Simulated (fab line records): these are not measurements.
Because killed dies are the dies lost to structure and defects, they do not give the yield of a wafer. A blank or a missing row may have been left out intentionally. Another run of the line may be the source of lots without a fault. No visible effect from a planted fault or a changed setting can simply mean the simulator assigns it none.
Chamber matching :: flow gf180mcu :: pecvd-01 running GF_V1_CVD_02: 3 sister chambers
The step deposits SiO2 from TEOS, target thk 850 nm, time 94.851 s. 3 wafers are shown with their chamber, then 10 later ones without.

== WAFERS PAIRED WITH THEIR CHAMBERS ==
wafer: L090.3
chamber: 2
heater_power_w (W): 624

wafer: L093.1
chamber: 1
heater_power_w (W): 770

wafer: L093.3
chamber: 0
heater_power_w (W): 599

== WAFERS MISSING THEIR CHAMBER ==
wafer: L093.6
heater_power_w (W): 665

wafer: L094.2
heater_power_w (W): 733

wafer: L094.4
heater_power_w (W): 697

wafer: L094.6
heater_power_w (W): 577

wafer: L095.1
heater_power_w (W): 763

wafer: L095.3
heater_power_w (W): 736

wafer: L095.6
heater_power_w (W): 762

wafer: L097.1
heater_power_w (W): 774

wafer: L097.2
heater_power_w (W): 688

wafer: L097.3
heater_power_w (W): 698

== WHICH CHAMBER EACH ONE RAN IN ==
wafer: L093.6
from the rows above: can't be placed: 2 or 0 or 1
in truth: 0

wafer: L094.2
from the rows above: can't be placed: 1 or 2
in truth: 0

wafer: L094.4
from the rows above: can't be placed: 1 or 2 or 0
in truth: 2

wafer: L094.6
from the rows above: can't be placed: 0 or 2
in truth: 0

wafer: L095.1
from the rows above: 1
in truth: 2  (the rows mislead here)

wafer: L095.3
from the rows above: can't be placed: 1 or 2
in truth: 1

wafer: L095.6
from the rows above: 1
in truth: 1

wafer: L097.1
from the rows above: 1
in truth: 1

wafer: L097.2
from the rows above: can't be placed: 2 or 1 or 0
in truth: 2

wafer: L097.3
from the rows above: can't be placed: 1 or 2 or 0
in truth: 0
2 of 10 placed correctly. These rows do not allow placing 7 (true chamber among the candidates in 6). Placed wrongly: 1.
How it was worked out, from the rows above alone: a wafer's distance from a chamber is the root of the sum, over the readings, of the square of ((its reading less the chamber's mean) divided by the reading's scatter). If the next closest chamber is less than 2 further off than the closest, the wafer can't be placed; otherwise it belongs to the closest. The mean given for a chamber averages the wafers shown for that chamber. The scatter: root of mean squared gap, hidden wafer to nearest shown wafer, with one shown wafer a chamber.
